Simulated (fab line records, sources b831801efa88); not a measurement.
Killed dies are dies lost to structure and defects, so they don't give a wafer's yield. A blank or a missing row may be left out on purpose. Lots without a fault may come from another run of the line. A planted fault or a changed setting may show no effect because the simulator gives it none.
Chamber matching | flow gf180mcu | GF_V3_ETCH_16 on rie_diel-02: 4 sister chambers
The step etches BARC in N2/H2. 16 wafers are shown with their chamber, then 8 later ones without.

WAFERS WITH THEIR CHAMBER
wafer  | chamber | drypump_motor_current_A (A) | throttle_valve_pct (%) | oes_product_au (a.u.)
L074.3 | 1       | 6.6                         | 13.234                 | 0.847
L074.4 | 3       | 6.4                         | 13.219                 | 0.856
L074.5 | 3       | 6.4                         | 13.233                 | 0.852
L075.1 | 2       | 5.5                         | 13.218                 | 0.859
L075.2 | 0       | 5.7                         | 13.226                 | 0.849
L075.3 | 1       | 6.6                         | 13.222                 | 0.855
L075.4 | 3       | 6.4                         | 13.227                 | 0.849
L075.5 | 2       | 5.5                         | 13.214                 | 0.855
L075.6 | 3       | 6.4                         | 13.219                 | 0.853
L081.2 | 0       | 5.6                         | 13.227                 | 0.847
L081.3 | 1       | 6.6                         | 13.238                 | 0.853
L081.5 | 2       | 5.5                         | 13.233                 | 0.854
L088.1 | 2       | 5.5                         | 13.221                 | 0.853
L088.3 | 3       | 6.4                         | 13.222                 | 0.855
L088.6 | 1       | 6.6                         | 13.225                 | 0.860
L095.1 | 0       | 5.7                         | 13.217                 | 0.856

SIGNATURES (means of the wafers above)
reading                 | chamber 0 | chamber 1 | chamber 2 | chamber 3 | scatter within a chamber
drypump_motor_current_A | 5.667     | 6.600     | 5.500     | 6.400     | 0.0236
throttle_valve_pct      | 13.22333  | 13.22975  | 13.22150  | 13.22400  | 0.00692
oes_product_au          | 0.85067   | 0.85375   | 0.85525   | 0.85300   | 0.0039
Rule: a wafer's distance from a chamber is the root of the sum, over the readings, of the square of ((its reading less the chamber's mean) divided by the reading's scatter). The wafer belongs to the nearest chamber; if the next one is less than 2 further off, it can't be placed. The scatter: the root of (the sum of the squares of (reading less its chamber's mean) over the shown wafers, divided by (wafers less chambers)).

WAFERS WITHOUT THEIR CHAMBER
wafer  | drypump_motor_current_A (A) | throttle_valve_pct (%) | oes_product_au (a.u.)
L095.3 | 6.7                         | 13.221                 | 0.853
L095.5 | 5.5                         | 13.225                 | 0.857
L096.1 | 6.4                         | 13.225                 | 0.848
L096.2 | 5.7                         | 13.218                 | 0.844
L096.3 | 6.7                         | 13.216                 | 0.845
L096.4 | 5.5                         | 13.225                 | 0.851
L096.5 | 6.7                         | 13.220                 | 0.848
L096.6 | 5.7                         | 13.228                 | 0.854

WHICH CHAMBER EACH WENT THROUGH
wafer  | from the rows above | in truth
L095.3 | 1                   | 1
L095.5 | 2                   | 2
L096.1 | 3                   | 3
L096.2 | 0                   | 0
L096.3 | 1                   | 1
L096.4 | 2                   | 2
L096.5 | 1                   | 1
L096.6 | 0                   | 0
Placed correctly: 8 of 8. Can't be placed from these rows: 0. Placed wrongly: 0.
